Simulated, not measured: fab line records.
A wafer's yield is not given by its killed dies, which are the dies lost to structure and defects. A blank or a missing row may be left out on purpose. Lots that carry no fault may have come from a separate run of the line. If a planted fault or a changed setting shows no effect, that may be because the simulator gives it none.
Comparing a struck lot with a sound one	flow sky130	18 out of 708 route steps
Sound: wafers L117.1, L117.5, L117.6. Struck: wafers L119.2, L119.4 (left out: L119.5, a lot-mate that was not struck); the cause follows at the end.
For every step that has rows: the tool of each side, followed by ch and its chambers, followed by its first start. Under that, the readings that differ: sound wafers	struck wafers	difference of the means	sigmas: that difference in standard deviations of wafers without a fault.
alike: a reading whose means differ by less than 2 such deviations, as well as words and numbers matching on both sides. not compared: withheld readings; readings where some wafer has no value; bounds like >300 that might hide an equal value; numbers whose values overlap and for which the record gives no deviation.
A row with sigmas, a row that says differs or no value, or rows on one side alone: a step with any of these is where the two part. Numbers that have no deviation but don't overlap get no sigmas and don't part them. Lack of a reading on every wafer of one side parts them only where that side has two or more wafers.

SKY_NWELL_OVL_MEAS_10:
  struck on overlay-01, day 5 15:29; sound on overlay-01, day 5 05:13
  alike: NWELL_00_OVL
then, 3 steps without rows for these wafers: SKY_NWELL_IMPLANT_11; SKY_NWELL_IMPLANT_12; SKY_NWELL_IMPLANT_13.
SKY_NWELL_STRIP_14: strips in O2/N2.
  sound on plasmaAsher-02 ch 0,1, day 5 05:43; struck on plasmaAsher-02 ch 1, day 5 15:58
  alike: drypumpMotorCurrentA, oesProductAu, stripTimeToEndpointS
  not compared: rfHoursCounterH
SKY_NWELL_TW_MEAS_15:
  struck on filmMetro-03, day 5 16:04; sound on filmMetro-03, day 5 05:49
  alike: NWELL_TW
then, 6 steps without rows for these wafers: SKY_NWELL_DEHYDRATE_16 (time 60 s); SKY_NWELL_HMDS_17 (prime time 62.83 s); SKY_NWELL_COAT_18 (resist thk 3000 nm); SKY_NWELL_SOFTBAKE_19; SKY_NWELL_EXPOSE_20 (exposes mask NWM COMPLEMENT, target cd 840 nm); SKY_NWELL_PEB_21.
SKY_NWELL_DEVELOP_22: develop time 60 s.
  sound on lithoTrack-01 ch 0, day 5 23:00; struck on lithoTrack-02 ch 0, day 6 10:00
  alike: exhaustPa, resistLineTempC
SKY_NWELL_OVL_MEAS_23:
  struck on overlay-01, day 6 10:35; sound on overlay-02, day 6 00:01
reading	sound	struck	difference	sigmas
NWELL_01_OVL (nm)	1.1 1.4 2.7	- -	no value on the struck wafers	
next, for these wafers, 1 step has no rows: SKY_NWELL_IMPLANT_24.
SKY_NWELL_STRIP_25: strips in O2/N2.
  sound on plasmaAsher-02 ch 0,1, day 6 00:13; struck on plasmaAsher-02 ch 1, day 6 10:46
  alike: drypumpMotorCurrentA, oesProductAu, stripTimeToEndpointS
  not compared: rfHoursCounterH
SKY_NWELL_TW_MEAS_26:
  struck on filmMetro-04, day 6 10:52; sound on filmMetro-02, day 6 00:19
reading	sound	struck	difference	sigmas
NWELL_2_TW	503 504 503	30 30	-473	-99 or more
then, 1 step without rows for these wafers: SKY_NWELL_CLEAN_27 (cleans in SC1/SC2, time 150 s).

WHERE THEY PART
Earliest at SKY_NWELL_OVL_MEAS_23; latest, in this record, at SKY_NWELL_TW_MEAS_26.

WHY: what the simulator had put in
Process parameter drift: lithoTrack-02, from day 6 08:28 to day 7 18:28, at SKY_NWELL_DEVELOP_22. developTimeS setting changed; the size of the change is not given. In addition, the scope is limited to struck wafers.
